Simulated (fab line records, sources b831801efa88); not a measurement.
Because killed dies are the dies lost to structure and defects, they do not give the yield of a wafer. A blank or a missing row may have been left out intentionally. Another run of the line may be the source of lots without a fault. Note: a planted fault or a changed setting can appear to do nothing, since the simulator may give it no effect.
Which of the tools did it? ; flow sky130 ; 36 wafers from 12 lots sampled at 3 of the route's 708 steps

== WHAT EACH GAUGE READ, for each wafer ==
SKY_LDD_N_OVL_MEAS_07.
lot;measured;on;LDD_N_OVL (nm)
L457;day 17 21:27;overlay-01;-1.2 -0.2 0.8
L458;day 18 07:36;overlay-02;-0.8 -2.2 -2.4
L459;day 18 14:38;overlay-01;1.9 0.6 1.7
L460;day 19 05:54;overlay-01;2.0 0.4 -0.4
L462;day 20 00:24;overlay-01;0.7 0.6 -0.3
L463;day 20 08:11;overlay-01;2.7 2.0 1.4
L464;day 20 15:54;overlay-01;0.2 -0.9 -2.0
L466;day 21 17:05;overlay-02;-0.9 -0.9 -0.5
L467;day 21 19:14;overlay-02;1.2 -0.7 0.3
L474;day 24 09:06;overlay-01;-0.1 -0.4 -1.3
L477;day 25 06:38;overlay-01;-0.2 -1.4 0.5
L478;day 25 14:30;overlay-01;0.2 0.6 1.2

SKY_LDD_HVN_TW_MEAS_10.
lot;measured;on;LDD_HVN_TW
L457;day 20 11:26;film_metro-04;1445 1443 1451
L458;day 20 21:38;film_metro-04;1440 1451 1454
L459;day 21 04:59;film_metro-04;1439 1428 1429
L460;day 21 20:38;film_metro-02;1418 1418 1420
L462;day 22 13:41;film_metro-04;1445 1449 1451
L463;day 22 23:10;film_metro-04;1444 1448 1454
L464;day 23 05:49;film_metro-02;1425 1418 1424
L466;day 24 08:10;film_metro-04;1440 1432 1435
L467;day 24 09:26;film_metro-01;1447 1441 1447
L474;day 26 22:27;film_metro-02;1415 1418 1420
L477;day 27 18:40;film_metro-02;1409 1413 1417
L478;day 28 03:21;film_metro-02;1410 1414 1413

== EACH LOT AND THE TOOL THAT RAN IT (in order: tool; ch and the chambers of the sampled wafers; start) ==
lot;SKY_LDD_P_STRIP_10
L457;plasma_asher-02 ch 0,1, day 19 04:09
L458;plasma_asher-03 ch 1, day 19 14:59
L459;plasma_asher-03 ch 0, day 19 22:11
L460;plasma_asher-02 ch 0,1, day 20 13:29
L462;plasma_asher-04 ch 0,1, day 21 07:20
L463;plasma_asher-03 ch 0,1, day 21 16:36
L464;plasma_asher-04 ch 0,1, day 21 23:39
L466;plasma_asher-04 ch 0,1, day 23 01:57
L467;plasma_asher-04 ch 0,1, day 23 03:08
L474;plasma_asher-02 ch 0,1, day 25 16:18
L477;plasma_asher-04 ch 0, day 26 13:32
L478;plasma_asher-03 ch 0,1, day 26 21:28
- SKY_LDD_P_STRIP_10: strips in O2/N2.

== WHAT THE TOOLS THEMSELVES READ (means of the sampled wafers that have a number; where no wafer has one, the mark that the record gives instead) ==
SKY_LDD_P_STRIP_10.
lot;tool;drypump_motor_current_A (A);oes_product_au (a.u.);strip_time_to_endpoint_s (s)
L457;plasma_asher-02;5.5;0.718;14.18
L458;plasma_asher-03;6.4;0.716;14.18
L459;plasma_asher-03;6.1;0.716;14.15
L460;plasma_asher-02;5.6;0.718;14.22
L462;plasma_asher-04;5.3;0.710;14.19
L463;plasma_asher-03;6.3;0.715;14.20
L464;plasma_asher-04;5.2;0.710;14.24
L466;plasma_asher-04;5.1;0.715;14.20
L467;plasma_asher-04;5.1;0.712;14.21
L474;plasma_asher-02;5.6;0.711;14.18
L477;plasma_asher-04;5.0;0.718;14.22
L478;plasma_asher-03;6.2;0.719;14.26

== THE ANSWER, worked out from the rows above alone ==
Rule: the lots themselves supply what counts as usual. Put in order of their means at a reading, lots are off if they are a third of the lots or fewer, leave a main group of 4 or more, and stand apart from it by a gap of 3 or more times the standard deviation of the main group's means; of several such gaps the widest counts. The tables above print the reading to a certain number of digits; a main group whose means all agree to those digits is not used. Also off: a lot with no number at a reading for which 4 or more lots have one. Where the step has rows for the other lots, those lots are counted as sound. The gauges are gone through in route order, then the tools' own readings, and for those a lot's mean is taken as printed above. The first step at which some lot is off is used, and at that step the reading that is off furthest; a lot without a number counts as furthest.
No lot is off on any of the readings shown, so nothing can be concluded from this.

== WHAT HAD BEEN PUT IN BY THE SIMULATOR ==
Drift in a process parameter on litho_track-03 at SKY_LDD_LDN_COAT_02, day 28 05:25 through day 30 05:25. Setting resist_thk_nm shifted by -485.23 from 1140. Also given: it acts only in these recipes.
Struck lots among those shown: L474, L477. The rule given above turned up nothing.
